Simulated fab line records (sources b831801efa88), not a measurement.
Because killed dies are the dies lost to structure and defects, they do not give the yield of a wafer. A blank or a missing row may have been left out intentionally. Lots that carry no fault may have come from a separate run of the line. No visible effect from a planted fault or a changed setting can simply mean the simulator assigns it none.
fab line records	flow sky130	part 1 of 2: steps 1 to 33 of 39
[record] lots = 5	wafers = 15	last-day = 49
route steps=708 shown METAL4@598 CAP2M@603
lots untouched by any fault: they come from a run of this same line in which no faults occurred
start-h: start of the lot's first displayed wafer, in hours after the record's first day	wait-h: time in hours since the lot's previous step	" the same as in the row above	L1.1+2: one row covering several wafers at once	- no value, or no start was given	* or withheld: withheld	< > ~ a bound
route shown NAME@n: a module of which the file shows steps, and the number in the route of the first	usual: mean/standard deviation of fault-free wafers	same: alike in all rows	chamber/n: place in a boat	sites: readings site by site	_std_site: standard deviation across them	_edge_site: mean of outer sites minus mean of inner sites	radius-mm: how far each site lies from the wafer's centre	mask NAME#n: copy n	behind: the tool/chamber that last shaped the wafer	hold: the reason the lot was held/the length of the hold in hours/how it ended	device: the transistor (n, p or np) that didn't switch	end of line: tests of these same wafers at the route's end	a step given without rows: its recipe and nothing more	killed: dies lost to structure and defects at the first sort, not the wafer's yield	map: the dies of a wafer, with x for killed, . for not killed, _ for no die there
set.NAME: the setting as run; set.NAME@STEP: as run at that earlier step	model.NAME: the simulator's own value behind a step, which no gauge read
lots seen at some steps along the route; tables by step, rows by wafer
services: when a tool's chamber went out of use (start-h, in hours from the record's first day, below 0 if earlier), for how many hours, and the reason
[[steps]]
[step SKY_METAL4_SPUTTER_00]
[recipe] material = Ti	target-thk-nm = 15	power-w = 3000	time-s = 10	chamber-pressure-pa = 0.4
[usual] throttle-valve-pct = 29.9/1.4
lot.wafer	tool	chamber	start-h	wait-h	throttle-valve-pct
L077.2	pvd-sputter-01	-	957.35	0.2	31.3
L077.3	"	-	"	"	30.3
L077.6	"	-	"	"	31.6
L083.1	pvd-sputter-04	-	1002.04	0.2	28.1
L083.2	"	-	"	"	31.8
L083.5	"	-	"	"	28.3
L084.1	pvd-sputter-02	-	1008.95	0.2	28.0
L084.2	"	-	"	"	31.0
L084.4	"	-	"	"	29.5
L089.1	pvd-sputter-02	-	1044.15	0.1	29.8
L089.2	"	-	"	"	31.0
L089.3	"	-	"	"	29.7
L094.2	pvd-sputter-04	-	1065.91	0.2	31.7
L094.3	"	-	"	"	28.2
L094.4	"	-	"	"	28.0
[step SKY_METAL4_SPUTTER_01]
[recipe] material = TiN	target-thk-nm = 20	power-w = 6500	time-s = 16.7	chamber-pressure-pa = 0.4
[usual] throttle-valve-pct = 30.0/1.4
lot.wafer	tool	chamber	start-h	wait-h	throttle-valve-pct
L077.2	pvd-sputter-01	-	957.37	0.0	31.8
L077.3	"	-	"	"	30.5
L077.6	"	-	"	"	31.7
L083.1	pvd-sputter-04	-	1002.06	0.0	28.1
L083.2	"	-	"	"	31.8
L083.5	"	-	"	"	28.5
L084.1	pvd-sputter-02	-	1008.97	0.0	28.2
L084.2	"	-	"	"	31.0
L084.4	"	-	"	"	30.0
L089.1	pvd-sputter-02	-	1044.17	0.0	30.0
L089.2	"	-	"	"	31.1
L089.3	"	-	"	"	29.9
L094.2	pvd-sputter-04	-	1065.93	0.0	31.7
L094.3	"	-	"	"	28.3
L094.4	"	-	"	"	27.8
[step SKY_METAL4_SPUTTER_02]
[recipe] material = AlCu	target-thk-nm = 735	power-w = 10600	time-s = 39.1	chamber-pressure-pa = 0.4
[usual] throttle-valve-pct = 29.9/1.4
lot.wafer	tool	chamber	start-h	wait-h	throttle-valve-pct
L077.2	pvd-sputter-01	-	957.40	0.0	31.7
L077.3	"	-	"	"	30.4
L077.6	"	-	"	"	31.7
L083.1	pvd-sputter-04	-	1002.09	0.0	27.9
L083.2	"	-	"	"	31.7
L083.5	"	-	"	"	28.2
L084.1	pvd-sputter-02	-	1009.00	0.0	28.1
L084.2	"	-	"	"	31.3
L084.4	"	-	"	"	29.7
L089.1	pvd-sputter-02	-	1044.20	0.0	29.9
L089.2	"	-	"	"	31.2
L089.3	"	-	"	"	29.4
L094.2	pvd-sputter-04	-	1065.96	0.0	31.8
L094.3	"	-	"	"	28.3
L094.4	"	-	"	"	27.9
[step SKY_METAL4_SPUTTER_03]
[recipe] material = Ti	target-thk-nm = 5	power-w = 3000	time-s = 3.3	chamber-pressure-pa = 0.3888
[usual] throttle-valve-pct = 30.0/1.4
lot.wafer	tool	chamber	start-h	wait-h	throttle-valve-pct
L077.2	pvd-sputter-01	-	957.44	0.0	31.6
L077.3	"	-	"	"	30.4
L077.6	"	-	"	"	31.6
L083.1	pvd-sputter-04	-	1002.13	0.0	28.0
L083.2	"	-	"	"	31.7
L083.5	"	-	"	"	27.9
L084.1	pvd-sputter-02	-	1009.04	0.0	28.1
L084.2	"	-	"	"	30.9
L084.4	"	-	"	"	29.8
L089.1	pvd-sputter-02	-	1044.24	0.0	29.6
L089.2	"	-	"	"	31.1
L089.3	"	-	"	"	29.8
L094.2	pvd-sputter-04	-	1066.00	0.0	31.8
L094.3	"	-	"	"	28.4
L094.4	"	-	"	"	27.9
[step SKY_METAL4_SPUTTER_04]
[recipe] material = TiN	target-thk-nm = 70	power-w = 6500	time-s = 58.3	chamber-pressure-pa = 0.4
[usual] throttle-valve-pct = 29.9/1.4
lot.wafer	tool	chamber	start-h	wait-h	throttle-valve-pct
L077.2	pvd-sputter-01	-	957.45	0.0	31.6
L077.3	"	-	"	"	30.5
L077.6	"	-	"	"	31.9
L083.1	pvd-sputter-04	-	1002.14	0.0	27.8
L083.2	"	-	"	"	31.9
L083.5	"	-	"	"	28.4
L084.1	pvd-sputter-02	-	1009.06	0.0	28.1
L084.2	"	-	"	"	31.0
L084.4	"	-	"	"	29.6
L089.1	pvd-sputter-02	-	1044.26	0.0	29.6
L089.2	"	-	"	"	30.8
L089.3	"	-	"	"	29.6
L094.2	pvd-sputter-04	-	1066.02	0.0	31.8
L094.3	"	-	"	"	28.3
L094.4	"	-	"	"	27.9
[step SKY_CAP2M_CVD_00]
[recipe] material = SiO2	target-thk-nm = 15.5	temp-c = 400	time-s = withheld	rf-w = 450
[usual] heater-power-w = 727/100
lot.wafer	tool	chamber	start-h	wait-h	heater-power-w
L077.2	pecvd-01	0	957.50	0.0	622
L077.3	"	1	"	"	562
L077.6	"	2	"	"	781
L083.1	pecvd-01	2	1002.19	0.0	841
L083.2	"	1	"	"	551
L083.5	"	0	"	"	735
L084.1	pecvd-04	1	1009.11	0.0	811
L084.2	"	0	"	"	611
L084.4	"	1	"	"	838
L089.1	pecvd-04	2	1044.30	0.0	571
L089.2	"	0	"	"	578
L089.3	"	1	"	"	739
L094.2	pecvd-04	0	1066.07	0.0	647
L094.3	"	1	"	"	871
L094.4	"	0	"	"	664
[step SKY_CAP2M_THK_MEAS_01]
[recipe] reads = SiO2_of_CAP2M_CVD_00
[usual] CAP2M_CVD_00_THK = 15.50/0.26
lot.wafer	tool	chamber	start-h	wait-h	CAP2M_CVD_00_THK[nm]
L077.2	film-metro-01	-	957.53	-	15.51
L077.3	"	-	"	"	15.10
L077.6	"	-	"	"	15.49
L083.1	film-metro-04	-	1002.21	-	15.43
L083.2	"	-	"	"	15.43
L083.5	"	-	"	"	15.66
L084.1	film-metro-02	-	1009.13	-	15.64
L084.2	"	-	"	"	15.25
L084.4	"	-	"	"	15.99
L089.1	film-metro-02	-	1044.33	-	15.55
L089.2	"	-	"	"	15.30
L089.3	"	-	"	"	15.57
L094.2	film-metro-02	-	1066.10	-	15.27
L094.3	"	-	"	"	15.41
L094.4	"	-	"	"	15.48
[step SKY_CAP2M_SPUTTER_02]
[recipe] material = TiN	target-thk-nm = 200	temp-c = 300	power-w = 6500	time-s = 166.7	chamber-pressure-pa = 0.4
[usual] throttle-valve-pct = 30.5/1.1
lot.wafer	tool	chamber	start-h	wait-h	throttle-valve-pct
L077.2	pvd-sputter-04	-	957.58	0.0	28.0
L077.3	"	-	"	"	30.8
L077.6	"	-	"	"	28.0
L083.1	pvd-sputter-03	-	1002.27	0.1	30.3
L083.2	"	-	"	"	32.3
L083.5	"	-	"	"	30.6
L084.1	pvd-sputter-01	-	1009.19	0.1	30.4
L084.2	"	-	"	"	31.5
L084.4	"	-	"	"	29.9
L089.1	pvd-sputter-03	-	1044.39	0.1	30.3
L089.2	"	-	"	"	29.7
L089.3	"	-	"	"	30.0
L094.2	pvd-sputter-03	-	1066.15	0.0	30.0
L094.3	"	-	"	"	32.1
L094.4	"	-	"	"	29.6
[step SKY_CAP2M_RS_MEAS_03]
[recipe] thk-meas-gauge = four-point-probe	reads = TiN_of_CAP2M_SPUTTER_02
[usual] CAP2M_TIN_RS = 6.92/0.088
lot.wafer	tool	chamber	start-h	wait-h	CAP2M_TIN_RS[ohm/sq]
L077.2	film-metro-02	-	957.72	0.1	6.86
L077.3	"	-	"	"	6.88
L077.6	"	-	"	"	6.85
L083.1	film-metro-02	-	1002.38	0.1	6.93
L083.2	"	-	"	"	6.95
L083.5	"	-	"	"	6.85
L084.1	film-metro-02	-	1009.30	0.1	6.81
L084.2	"	-	"	"	7.01
L084.4	"	-	"	"	6.78
L089.1	film-metro-04	-	1044.50	0.1	7.01
L089.2	"	-	"	"	6.83
L089.3	"	-	"	"	7.00
L094.2	film-metro-01	-	1066.28	0.1	7.03
L094.3	"	-	"	"	7.00
L094.4	"	-	"	"	6.89
[step SKY_CAP2M_THK_MEAS_04]
[recipe] thk-meas-gauge = xrf	reads = TiN_of_CAP2M_SPUTTER_02
[usual] CAP2M_TIN_THK = 197.0/2.7
lot.wafer	tool	chamber	start-h	wait-h	CAP2M_TIN_THK[nm]
L077.2	film-metro-02	-	957.83	0.1	196.9
L077.3	"	-	"	"	195.9
L077.6	"	-	"	"	197.9
L083.1	film-metro-02	-	1002.50	0.1	196.3
L083.2	"	-	"	"	195.3
L083.5	"	-	"	"	198.5
L084.1	film-metro-02	-	1009.42	0.1	199.6
L084.2	"	-	"	"	193.9
L084.4	"	-	"	"	201.5
L089.1	film-metro-04	-	1046.81	2.3	193.4
L089.2	"	-	"	"	198.2
L089.3	"	-	"	"	193.8
L094.2	film-metro-01	-	1066.39	0.1	198.1
L094.3	"	-	"	"	198.0
L094.4	"	-	"	"	201.9
[step SKY_CAP2M_DEHYDRATE_05]
[recipe] temp-c = 200	time-s = 60
lot.wafer	tool	chamber	start-h	wait-h
L077.2+3+6	litho-track-04	0	969.04	11.2
L083.1+2+5	litho-track-04	0	1013.32	10.8
L084.1+2+4	litho-track-02	0	1020.56	11.1
L089.1+2+3	litho-track-04	0	1057.47	10.6
L094.2+3+4	litho-track-04	0	1076.34	9.9
[step SKY_CAP2M_HMDS_06]
[recipe] prime-time-s = 60	prime-temp-c = 120
lot.wafer	tool	chamber	start-h	wait-h
L077.2+3+6	litho-track-04	0	969.19	0.1
L083.1+2+5	litho-track-04	0	1013.47	0.1
L084.1+2+4	litho-track-02	0	1020.71	0.1
L089.1+2+3	litho-track-04	0	1057.62	0.1
L094.2+3+4	litho-track-04	0	1076.49	0.1
[step SKY_CAP2M_COAT_07]
[recipe] resist = NOVOLAK	spin-rpm = 3000	resist-thk-nm = 1140
lot.wafer	tool	chamber	start-h	wait-h
L077.2+3+6	litho-track-04	0	969.34	0.1
L083.1+2+5	litho-track-04	0	1013.62	0.1
L084.1+2+4	litho-track-02	0	1020.86	0.1
L089.1+2+3	litho-track-04	0	1057.77	0.1
L094.2+3+4	litho-track-04	0	1076.64	0.1
[step SKY_CAP2M_SOFTBAKE_08]
[recipe] temp-c = 90	time-s = 60	resist = NOVOLAK
lot.wafer	tool	chamber	start-h	wait-h
L077.2+3+6	litho-track-04	0	969.49	0.1
L083.1+2+5	litho-track-04	0	1013.77	0.1
L084.1+2+4	litho-track-02	0	1021.01	0.1
L089.1+2+3	litho-track-04	0	1057.92	0.1
L094.2+3+4	litho-track-04	0	1076.79	0.1
[step SKY_CAP2M_EXPOSE_09]
[recipe] mask-id = CAP2M	na = 0.6	source-shape = conventional	sigma-outer = 0.6	polarization = unpolarized	target-cd-nm = 1000	dose-mj = 159
lot.wafer	tool	chamber	start-h	wait-h	mask
L077.2+3+6	iline-stepper-02	0	-	-	CAP2M#0
L083.1+2+5	iline-stepper-02	0	-	-	CAP2M#0
L084.1+2+4	iline-stepper-01	0	-	-	CAP2M#0
L089.1+2+3	iline-stepper-02	0	-	-	CAP2M#0
L094.2+3+4	iline-stepper-01	0	-	-	CAP2M#0
[step SKY_CAP2M_PEB_10]
[recipe] temp-c = withheld	time-s = *	resist = NOVOLAK
lot.wafer	tool	chamber	start-h	wait-h
L077.2+3+6	litho-track-04	0	-	-
L083.1+2+5	litho-track-02	0	-	-
L084.1+2+4	litho-track-04	0	-	-
L089.1+2+3	litho-track-03	0	-	-
L094.2+3+4	litho-track-04	0	-	-
[step SKY_CAP2M_DEVELOP_11]
[recipe] resist = NOVOLAK	developer = TMAH	develop-time-s = 60	dev-temp-c = 23
lot.wafer	tool	chamber	start-h	wait-h
L077.2+3+6	litho-track-04	0	981.39	0.1
L083.1+2+5	litho-track-02	0	1024.46	0.1
L084.1+2+4	litho-track-04	0	1032.42	0.1
L089.1+2+3	litho-track-03	0	1067.68	0.1
L094.2+3+4	litho-track-04	0	1087.14	0.1
[step SKY_CAP2M_OVL_MEAS_12]
[usual] CAP2M_OVL = -1.1/1.3
lot.wafer	tool	chamber	start-h	wait-h	CAP2M_OVL[nm]
L077.2	overlay-02	-	981.52	0.1	-0.1
L077.3	"	-	"	"	-1.5
L077.6	"	-	"	"	-1.2
L083.1	overlay-01	-	1024.61	0.1	-1.5
L083.2	"	-	"	"	-1.0
L083.5	"	-	"	"	-1.2
L084.1	overlay-02	-	1032.57	0.1	0.2
L084.2	"	-	"	"	2.3
L084.4	"	-	"	"	2.2
L089.1	overlay-02	-	1067.83	0.1	-1.6
L089.2	"	-	"	"	-3.4
L089.3	"	-	"	"	-3.0
L094.2	overlay-01	-	1087.27	0.1	-0.9
L094.3	"	-	"	"	-2.5
L094.4	"	-	"	"	-0.2
[step SKY_CAP2M_METAL_ETCH_13]
[recipe] target-depth-nm = 220	stop-on = SiO2	chemistry = Cl2/BCl3	target = TiN	pressure-mtorr = 10	icp-w = 900	bias-w = 48.5	Cl2_flow_sccm = 60	bcl3-flow-sccm = 30	time-s = 62.9
[usual] drypump-motor-current-A = 5.7/0.43	oes-product-au = 0.941/0.0079	throttle-valve-pct = 21.903/0.0098
lot.wafer	tool	chamber	start-h	wait-h	drypump-motor-current-A	oes-product-au	rf-hours-counter-h	throttle-valve-pct
L077.2	rie-metal-03	1	981.55	0.0	6.2	0.942	1	21.896
L077.3	"	0	"	"	5.2	0.943	-	21.893
L077.6	"	1	"	"	6.2	0.937	-	21.906
L083.1	rie-metal-04	1	1024.65	0.0	5.4	0.948	16	21.922
L083.2	"	0	"	"	5.8	0.945	11	21.902
L083.5	"	0	"	"	5.8	0.944	-	21.879
L084.1	rie-metal-03	0	1032.60	0.0	5.2	0.952	18	21.907
L084.2	"	1	"	"	6.2	0.927	4	21.905
L084.4	"	1	"	"	6.2	0.953	-	21.897
L089.1	rie-metal-03	1	1067.87	0.0	6.2	0.929	7	21.912
L089.2	"	0	"	"	5.2	0.943	20	21.895
L089.3	"	1	"	"	6.2	0.934	-	21.913
L094.2	rie-metal-03	1	1087.30	0.0	6.2	0.934	8	21.904
L094.3	"	0	"	"	5.2	0.935	-	21.924
L094.4	"	1	"	"	6.1	0.949	-	21.900
[step SKY_CAP2M_STRIP_14]
[recipe] chemistry = O2/N2	power-w = 1400	pressure-mtorr = 1500	platen-temp-c = withheld	o2-flow-sccm = 3000	n2-flow-sccm = 300	overash-fraction = 0.5
[usual] drypump-motor-current-A = 5.62/0.27	oes-product-au = 0.710/0.0044	strip-time-to-endpoint-s = 12.64/0.047
[same] overash-fraction = 0.5
lot.wafer	tool	chamber	start-h	wait-h	drypump-motor-current-A	oes-product-au	rf-hours-counter-h	strip-time-to-endpoint-s
L077.2	plasma-asher-04	1	981.63	0.1	5.96	0.708	55	12.56
L077.3	"	1	"	"	5.97	0.710	-	12.59
L077.6	"	1	"	"	5.94	0.716	-	12.56
L083.1	plasma-asher-04	1	1024.72	0.1	5.95	0.703	59	12.68
L083.2	"	0	"	"	5.69	0.710	59	12.70
L083.5	"	0	"	"	5.69	0.712	-	12.66
L084.1	plasma-asher-04	0	1032.68	0.1	5.64	0.712	60	12.64
L084.2	"	1	"	"	5.96	0.710	60	12.56
L084.4	"	0	"	"	5.64	0.715	-	12.61
L089.1	plasma-asher-03	0	1067.94	0.1	5.26	0.702	0	12.56
L089.2	"	1	"	"	5.81	0.708	0	12.68
L089.3	"	0	"	"	5.27	0.709	-	12.58
L094.2	plasma-asher-02	1	1087.38	0.1	5.20	0.723	33	12.61
L094.3	"	1	"	"	5.25	0.702	-	12.60
L094.4	"	0	"	"	5.74	0.710	-	12.62
[step SKY_CAP2M_STRIP_15]
[recipe] chemistry = post-etch-residue-remover	time-s = 1200	temp-c = 72.5
[usual] bath-heat-duty-pct = 14.5/1.6
lot.wafer	tool	chamber	start-h	wait-h	bath-heat-duty-pct
L077.2	wet-bench-01	2	981.73	0.1	13.4
L077.3	"	2	"	"	13.5
L077.6	"	2	"	"	13.9
L083.1	wet-bench-03	3	1024.82	0.1	14.5
L083.2	"	3	"	"	15.3
L083.5	"	3	"	"	13.8
L084.1	wet-bench-01	0	1032.78	0.1	12.0
L084.2	"	0	"	"	11.7
L084.4	"	0	"	"	13.0
L089.1	wet-bench-03	1	1068.12	0.1	14.2
L089.2	"	1	"	"	12.5
L089.3	"	1	"	"	14.4
L094.2	wet-bench-04	2	1087.48	0.1	14.5
L094.3	"	2	"	"	14.9
L094.4	"	2	"	"	15.8
[step SKY_CAP2M_CLEAN_16]
[recipe] chemistry = IPA	time-s = 180	temp-c = 25
[usual] bath-heat-duty-pct = 6.3/0.76
lot.wafer	tool	chamber	start-h	wait-h	bath-heat-duty-pct
L077.2	wet-bench-03	3	982.07	0.0	6.2
L077.3	"	3	"	"	5.9
L077.6	"	3	"	"	6.0
L083.1	wet-bench-04	3	1025.20	0.0	6.6
L083.2	"	3	"	"	7.6
L083.5	"	3	"	"	7.4
L084.1	wet-bench-04	3	1033.12	0.0	6.5
L084.2	"	3	"	"	5.8
L084.4	"	3	"	"	6.9
L089.1	wet-bench-04	0	1068.49	0.0	8.0
L089.2	"	0	"	"	7.5
L089.3	"	0	"	"	6.9
L094.2	wet-bench-01	2	1087.82	0.0	6.2
L094.3	"	2	"	"	6.3
L094.4	"	2	"	"	6.0
[step SKY_CAP2M_CLEAN_17]
[recipe] chemistry = O3/DIW	dry = n2-spin
lot.wafer	tool	chamber	start-h	wait-h
L077.2+3+6	wet-bench-01	2	982.14	0.0
L083.1+2+5	wet-bench-01	2	1025.26	0.0
L084.1+2+4	wet-bench-01	0	1033.19	0.0
L089.1+2+3	wet-bench-01	1	1068.55	0.0
L094.2+3+4	wet-bench-03	0	1087.89	0.0
[step SKY_METAL4_DEHYDRATE_05]
[recipe] temp-c = 200	time-s = 60
lot.wafer	tool	chamber	start-h	wait-h
L077.2+3+6	litho-track-03	0	992.90	10.7
L083.1+2+5	litho-track-01	0	1036.23	10.9
L084.1+2+4	litho-track-01	0	1043.28	10.0
L089.1+2+3	litho-track-04	0	1078.97	10.3
L094.2+3+4	litho-track-01	0	1097.51	9.5
[step SKY_METAL4_HMDS_06]
[recipe] prime-time-s = 60	prime-temp-c = 120.8
lot.wafer	tool	chamber	start-h	wait-h
L077.2+3+6	litho-track-03	0	993.05	0.1
L083.1+2+5	litho-track-01	0	1036.38	0.1
L084.1+2+4	litho-track-01	0	1043.43	0.1
L089.1+2+3	litho-track-04	0	1079.12	0.1
L094.2+3+4	litho-track-01	0	1097.66	0.1
[step SKY_METAL4_COAT_07]
[recipe] resist = BARC	temp-c = withheld	time-s = withheld	spin-rpm = 3000	resist-thk-nm = 60
lot.wafer	tool	chamber	start-h	wait-h
L077.2+3+6	litho-track-03	0	993.20	0.1
L083.1+2+5	litho-track-01	0	1036.53	0.1
L084.1+2+4	litho-track-01	0	1043.58	0.1
L089.1+2+3	litho-track-04	0	1079.27	0.1
L094.2+3+4	litho-track-01	0	1097.81	0.1
[step SKY_METAL4_COAT_08]
[recipe] resist = KrF-thick	spin-rpm = 3000	resist-thk-nm = 1140
lot.wafer	tool	chamber	start-h	wait-h
L077.2+3+6	litho-track-03	0	-	-
L083.1+2+5	litho-track-01	0	-	-
L084.1+2+4	litho-track-01	0	-	-
L089.1+2+3	litho-track-04	0	-	-
L094.2+3+4	litho-track-01	0	-	-
[step SKY_METAL4_SOFTBAKE_09]
[recipe] temp-c = 100	time-s = 90	resist = KrF-thick
lot.wafer	tool	chamber	start-h	wait-h
L077.2+3+6	litho-track-03	0	-	-
L083.1+2+5	litho-track-01	0	-	-
L084.1+2+4	litho-track-01	0	-	-
L089.1+2+3	litho-track-04	0	-	-
L094.2+3+4	litho-track-01	0	-	-
[step SKY_METAL4_EXPOSE_10]
[recipe] mask-id = MM4	na = 0.68	source-shape = annular	sigma-inner = 0.4	sigma-outer = 0.8	target-cd-nm = 300	dose-mj = 28
lot.wafer	tool	chamber	start-h	wait-h	mask
L077.2+3+6	krf-scanner-01	0	-	-	MM4#0
L083.1+2+5	krf-scanner-01	0	-	-	MM4#0
L084.1+2+4	krf-scanner-02	0	-	-	MM4#0
L089.1+2+3	krf-scanner-02	0	-	-	MM4#0
L094.2+3+4	krf-scanner-01	0	-	-	MM4#0
[step SKY_METAL4_PEB_11]
[recipe] peb-temp-c = withheld	peb-time-s = withheld	resist = KrF-thick
lot.wafer	tool	chamber	start-h	wait-h
L077.2+3+6	litho-track-03	0	-	-
L083.1+2+5	litho-track-04	0	-	-
L084.1+2+4	litho-track-03	0	-	-
L089.1+2+3	litho-track-03	0	-	-
L094.2+3+4	litho-track-03	0	-	-
[step SKY_METAL4_DEVELOP_12]
[recipe] develop-time-s = 60	resist = KrF-thick	dev-temp-c = 21
lot.wafer	tool	chamber	start-h	wait-h
L077.2+3+6	litho-track-03	0	-	-
L083.1+2+5	litho-track-04	0	-	-
L084.1+2+4	litho-track-03	0	-	-
L089.1+2+3	litho-track-03	0	-	-
L094.2+3+4	litho-track-03	0	-	-
[step SKY_METAL4_CD_MEAS_13]
[recipe] target-cd-nm = 300
[usual] cd-nm = 299.9/1.5
lot.wafer	tool	chamber	start-h	wait-h	cd-nm
L077.2	cd-sem-01	-	1005.65	-	301.2
L077.3	"	-	"	"	301.1
L077.6	"	-	"	"	300.9
L083.1	cd-sem-01	-	1047.52	-	302.9
L083.2	"	-	"	"	300.8
L083.5	"	-	"	"	301.1
L084.1	cd-sem-01	-	1055.08	-	298.9
L084.2	"	-	"	"	300.0
L084.4	"	-	"	"	298.9
L089.1	cd-sem-01	-	1089.73	-	297.8
L089.2	"	-	"	"	298.6
L089.3	"	-	"	"	298.5
L094.2	cd-sem-02	-	1108.40	-	300.2
L094.3	"	-	"	"	300.3
L094.4	"	-	"	"	299.3
[step SKY_METAL4_OVL_MEAS_14]
[usual] METAL4_OVL = 2/5.5
lot.wafer	tool	chamber	start-h	wait-h	METAL4_OVL[nm]
L077.2	overlay-02	-	1005.76	0.1	-9
L077.3	"	-	"	"	3
L077.6	"	-	"	"	5
L083.1	overlay-01	-	1047.64	0.1	2
L083.2	"	-	"	"	-5
L083.5	"	-	"	"	2
L084.1	overlay-01	-	1055.20	0.1	6
L084.2	"	-	"	"	10
L084.4	"	-	"	"	-7
L089.1	overlay-01	-	1089.85	0.1	3
L089.2	"	-	"	"	6
L089.3	"	-	"	"	4
L094.2	overlay-01	-	1108.51	0.1	6
L094.3	"	-	"	"	8
L094.4	"	-	"	"	0
